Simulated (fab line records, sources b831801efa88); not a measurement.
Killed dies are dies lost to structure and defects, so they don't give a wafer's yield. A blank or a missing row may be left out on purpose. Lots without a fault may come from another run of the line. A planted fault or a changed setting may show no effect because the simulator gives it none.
A struck lot beside a sound one | flow sky130 | 15 steps out of a route of 708
Sound: wafers L600.1, L600.4, L600.6. Struck: wafers L604.2, L604.3. (L604.4 of the same lot was not struck and is left out.) The cause comes at the end.
At each step with rows: each side's tool, then ch and its chambers, then its first start. Under that, the readings that differ: sound wafers | struck wafers | difference of the means | sigmas: that difference in standard deviations of wafers without a fault.
alike: readings whose means differ by less than 2 such deviations, and words and numbers that are the same on both sides. not compared: withheld readings, readings that some wafer has no value for, bounds like >300 that may hide the same value, and numbers for which the record gives no deviation and whose values overlap.
The two part at a step that has a row with sigmas, a row that says differs or no value, or rows on one side only. Numbers that don't overlap but have no deviation are shown without sigmas and don't part them. A reading that every wafer of one side lacks parts them only if that side has two wafers or more.

SKY_FIELD_ISO_ETCH_15: etches the open film in CHF3/O2, stops on Si, target depth 180 nm, time 72 s.
  sound on rie_diel-03 ch 0,2, day 3 19:29; struck on rie_diel-03 ch 2,3, day 4 13:44
  alike: drypump_motor_current_A, oes_product_au, throttle_valve_pct
  not compared: rf_hours_counter_h
SKY_FIELD_ISO_STRIP_16: strips in O2/N2.
  sound on plasma_asher-04 ch 0,1, day 3 19:32; struck on plasma_asher-04 ch 0,1, day 4 13:47
  alike: drypump_motor_current_A, oes_product_au, strip_time_to_endpoint_s
  not compared: rf_hours_counter_h
SKY_FIELD_ISO_ETCH_17: etches Si in HBr/Cl2/O2, target depth 342 nm, time 97.7 s.
  sound on rie_si-01 ch 2,3, day 3 19:38; struck on rie_si-02 ch 0,3, day 4 13:53
  reading                | sound                | struck        | difference | sigmas
  oes_product_au (a.u.)  | 0.986 0.983 1.004    | 1.024 1.025   | +0.033     | +2
  throttle_valve_pct (%) | 25.642 25.669 25.658 | 25.623 25.637 | -0.026     | -2
  alike: drypump_motor_current_A
  not compared: rf_hours_counter_h
then, 5 steps without rows for these wafers: SKY_FIELD_ISO_WET_ETCH_18 (etches Si3N4 in H3PO4, target depth 25 nm, time 286 s); SKY_FIELD_ISO_CLEAN_19 (cleans in SC1/SC2, time 150 s); SKY_FIELD_ISO_CLEAN_20 (cleans in dHF, time 20 s); SKY_FIELD_ISO_WET_ETCH_21 (etches SiO2 in dHF, target depth 20 nm, time 400 s); SKY_FIELD_ISO_OXIDATION_22 (stabilise 600 s, purge 300 s, target thk 10 nm).
SKY_FIELD_ISO_THK_MEAS_23:
  sound on film_metro-03, day 3 21:10; struck on film_metro-02, day 4 16:20
  alike: FIELD_ISO_OXIDATION_01_THK
then, 1 step without rows for these wafers: SKY_FIELD_ISO_CVD_24 (deposits SiO2, target thk 595 nm, time 99.2 s).
SKY_FIELD_ISO_THK_MEAS_25:
  sound on film_metro-02, day 3 21:17; struck on film_metro-01, day 4 16:28
  alike: FIELD_ISO_CVD_24_THK
then, 1 step without rows for these wafers: SKY_FIELD_ISO_ANNEAL_26 (time 1800 s).
SKY_FIELD_ISO_CMP_27: polishes, stops on Si3N4, t overpolish 16 s, target thk 457.8 nm.
  sound on cmp-01 ch 0,3, day 3 22:51; struck on cmp-01 ch 1,3, day 4 18:01
  reading                | sound       | struck  | difference | sigmas
  time_to_endpoint_s (s) | 112 107 112 | 230 213 | +111       | +20
  alike: motor_current_A, overpolish_run_s
then, 1 step without rows for these wafers: SKY_FIELD_ISO_WET_ETCH_28 (etches SiO2 in dHF, target depth 23.7 nm, time 47 s).
-- the record jumps here: 44 days lie between the struck wafers' starts before and after (it left off in module FIELD_ISO and takes up again in module PAD_OPEN, whose first step shown is number 708 of the route) --
SKY_PAD_OPEN_PROBE_99:
  sound on prober-01, day 47 19:56; struck on prober-01, day 48 17:54
  reading            | sound    | struck | difference | sigmas
  killed_at_M0_to_M3 | 41 43 31 | 44 58  | +13        | +2
  alike: killed_at_M4_up, killed_at_contacts, killed_at_front_end, killed_at_other, killed_dies, killed_open, killed_short

WHERE THEY PART
First at SKY_FIELD_ISO_ETCH_17; last, within this record, at SKY_PAD_OPEN_PROBE_99.

WHY: what the simulator had put in
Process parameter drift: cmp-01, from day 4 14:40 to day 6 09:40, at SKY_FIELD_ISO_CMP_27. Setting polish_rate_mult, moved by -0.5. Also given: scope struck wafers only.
